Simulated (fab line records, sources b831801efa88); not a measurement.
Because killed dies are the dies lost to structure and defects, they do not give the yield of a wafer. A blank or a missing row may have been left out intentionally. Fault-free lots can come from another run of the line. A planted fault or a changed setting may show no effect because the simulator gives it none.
Which of the tools did it? | flow gf180mcu | 13 lots, 39 wafers sampled, at 4 steps of a route of 602

## WHAT EACH GAUGE READ, for each wafer
GF_VT_IMPLANT_RS_MEAS_46: measures by four-point-probe. Usual: for MVSD_RS the level is 456.7 ohm/sq and the standard deviation is 1.1.
lot  | measured     | on            | MVSD_RS (ohm/sq)  | flag
L815 | day 7 11:51  | film metro-04 | 458.9 457.7 458.8 |
L817 | day 8 03:45  | film metro-02 | 455.6 456.4 457.8 |
L818 | day 8 07:00  | film metro-02 | 455.9 456.7 457.2 |
L819 | day 8 14:35  | film metro-01 | 456.2 455.9 457.0 |
L820 | day 8 20:21  | film metro-01 | 458.3 456.5 456.8 |
L824 | day 10 01:12 | film metro-01 | 454.7 454.6 454.3 |
L825 | day 10 09:17 | film metro-01 | 440.8 441.0 442.7 | OFF
L827 | day 11 00:37 | film metro-01 | 440.4 442.5 441.0 | OFF
L828 | day 11 08:02 | film metro-02 | 458.2 457.6 459.1 |
L829 | day 11 14:16 | film metro-04 | 458.7 459.2 459.2 |
L830 | day 11 21:24 | film metro-02 | 457.4 457.0 456.7 |
L836 | day 13 08:57 | film metro-02 | 456.5 456.5 457.0 |
L837 | day 13 21:02 | film metro-01 | 457.7 456.8 456.9 |

GF_VT_IMPLANT_RS_MEAS_49: measures by four-point-probe. Usual: for MVPSD_RS the level is 1167.5 ohm/sq and the standard deviation is 2.4.
lot  | measured     | on            | MVPSD_RS (ohm/sq)    | flag
L815 | day 7 12:13  | film metro-04 | 1165.1 1164.9 1165.3 |
L817 | day 8 04:07  | film metro-02 | 1172.3 1168.7 1166.7 |
L818 | day 8 07:22  | film metro-02 | 1168.1 1169.9 1168.0 |
L819 | day 8 14:57  | film metro-01 | 1167.6 1163.0 1165.7 |
L820 | day 8 20:43  | film metro-01 | 1168.3 1168.3 1166.6 |
L824 | day 10 01:34 | film metro-01 | 1167.6 1168.7 1169.1 |
L825 | day 10 09:39 | film metro-01 | 1165.5 1169.6 1167.4 |
L827 | day 11 00:58 | film metro-01 | 1167.3 1170.6 1167.3 |
L828 | day 11 08:24 | film metro-02 | 1169.5 1169.1 1170.2 |
L829 | day 11 14:37 | film metro-04 | 1169.4 1171.1 1174.7 |
L830 | day 11 21:46 | film metro-02 | 1170.1 1170.3 1169.0 |
L836 | day 13 09:19 | film metro-02 | 1166.5 1165.6 1168.5 |
L837 | day 13 21:24 | film metro-01 | 1166.7 1164.8 1167.0 |

GF_HV_LDD_THK_MEAS_57. Usual: for HV_LDD_CVD_56_THK the level is 90.1 nm and the standard deviation is 0.8.
lot  | measured     | on            | HV_LDD_CVD_56_THK (nm) | flag
L815 | day 12 07:58 | film metro-02 | 90.6 90.2 90.1         |
L817 | day 13 05:34 | film metro-02 | 88.9 90.1 89.1         |
L818 | day 13 09:03 | film metro-04 | 90.7 91.0 90.9         |
L819 | day 13 18:08 | film metro-02 | 90.5 90.2 90.2         |
L820 | day 13 23:04 | film metro-04 | 90.9 90.6 90.7         |
L824 | day 15 11:27 | film metro-01 | 90.4 90.1 90.0         |
L825 | day 15 22:02 | film metro-01 | 89.8 89.4 89.3         |
L827 | day 16 18:20 | film metro-02 | 90.2 90.3 90.5         |
L828 | day 17 05:11 | film metro-01 | 90.6 90.4 90.7         |
L829 | day 17 09:28 | film metro-01 | 91.7 91.7 91.5         |
L830 | day 17 15:19 | film metro-01 | 90.4 90.4 90.2         |
L836 | day 19 17:39 | film metro-02 | 89.2 89.0 89.0         |
L837 | day 20 01:01 | film metro-01 | 90.4 90.5 91.0         |

## EACH LOT AND THE TOOL THAT RAN IT (in order: tool; ch and the chambers of the sampled wafers; start)
lot  | GF_MVSD_IMPLANT_08
L815 | implanter-04 ch 0, day 4 09:53
L817 | implanter-01 ch 0, day 4 22:49
L818 | implanter-01 ch 0, day 5 02:44
L819 | implanter-04 ch 0, day 5 09:08
L820 | implanter-04 ch 0, day 5 14:02
L824 | implanter-04 ch 0, day 6 12:47
L825 | implanter-04 ch 0, day 6 20:05
L827 | implanter-04 ch 0, day 7 09:35
L828 | implanter-01 ch 0, day 7 16:37
L829 | implanter-02 ch 0, day 7 20:52
L830 | implanter-02 ch 0, day 8 03:38
L836 | implanter-02 ch 0, day 9 10:52
L837 | implanter-02 ch 0, day 9 21:26
- GF_MVSD_IMPLANT_08

## AS READ BY THE TOOLS THEMSELVES (means over the sampled wafers that have a number; for cases with no such wafer, the mark the record gives instead)
GF_MVSD_IMPLANT_08. Usual: beam energy keV 400.02, standard deviation 0.13; end station pressure torr 5.07e-06 Torr, standard deviation 2.9e-07.
lot  | tool         | beam energy keV | end station pressure torr (Torr) | flag
L815 | implanter-04 | 400.02          | 4.96e-06                         |
L817 | implanter-01 | 399.94          | 5.05e-06                         |
L818 | implanter-01 | 400.07          | 5.23e-06                         |
L819 | implanter-04 | 400.18          | 5.17e-06                         |
L820 | implanter-04 | 399.88          | 5.04e-06                         |
L824 | implanter-04 | 399.90          | 5.04e-06                         |
L825 | implanter-04 | 479.09          | 5.34e-06                         | OFF
L827 | implanter-04 | 478.80          | 5.28e-06                         | OFF
L828 | implanter-01 | 400.06          | 4.96e-06                         |
L829 | implanter-02 | 400.04          | 4.90e-06                         |
L830 | implanter-02 | 399.89          | 5.05e-06                         |
L836 | implanter-02 | 399.94          | 4.99e-06                         |
L837 | implanter-02 | 399.94          | 5.22e-06                         |

## THE ANSWER, worked out from the rows above alone
Rule: lot off if the mean of its wafers having a number is beyond 3 standard deviations from the usual mean. A lot without any number at a reading at which 4 lots or more have one is off too. Any other lot the step has rows for is counted as sound. The gauges are gone through in route order, then the tools' own readings, and for those a lot's mean is taken as printed above. The first step at which some lot is off is used, and at that step the reading that is off furthest; a lot without a number counts as furthest.
Off: at GF_VT_IMPLANT_RS_MEAS_46 (MVSD_RS), L825, L827.
If a tool, at a process step before that reading, ran all the lots that are off and no sound lot after the first of them, it fits. Not tried: the gauges at GF_VT_IMPLANT_RS_MEAS_46; whatever is off there is also off at GF_MVSD_IMPLANT_08, on other tools, and gauge error can't account for it. One fits: implanter-04 at GF_MVSD_IMPLANT_08. A fault onset in the window from L824 (day 6 12:47, its last sound lot) to L825 (day 6 20:05, its first lot off) fits.
On the lots that are off, the tool's own readings at GF_MVSD_IMPLANT_08 differ by more than 5 times the standard deviation of the sound lots' means, which bears it out; beam energy keV reads 478.94 there versus 399.99 on the sound lots.

## WHAT THE SIMULATOR HAD PUT IN
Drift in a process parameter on implanter-04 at GF_MVSD_IMPLANT_08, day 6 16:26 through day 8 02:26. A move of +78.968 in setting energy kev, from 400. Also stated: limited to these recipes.
Lots struck among those shown: L825, L827. Same finding as the rule above.
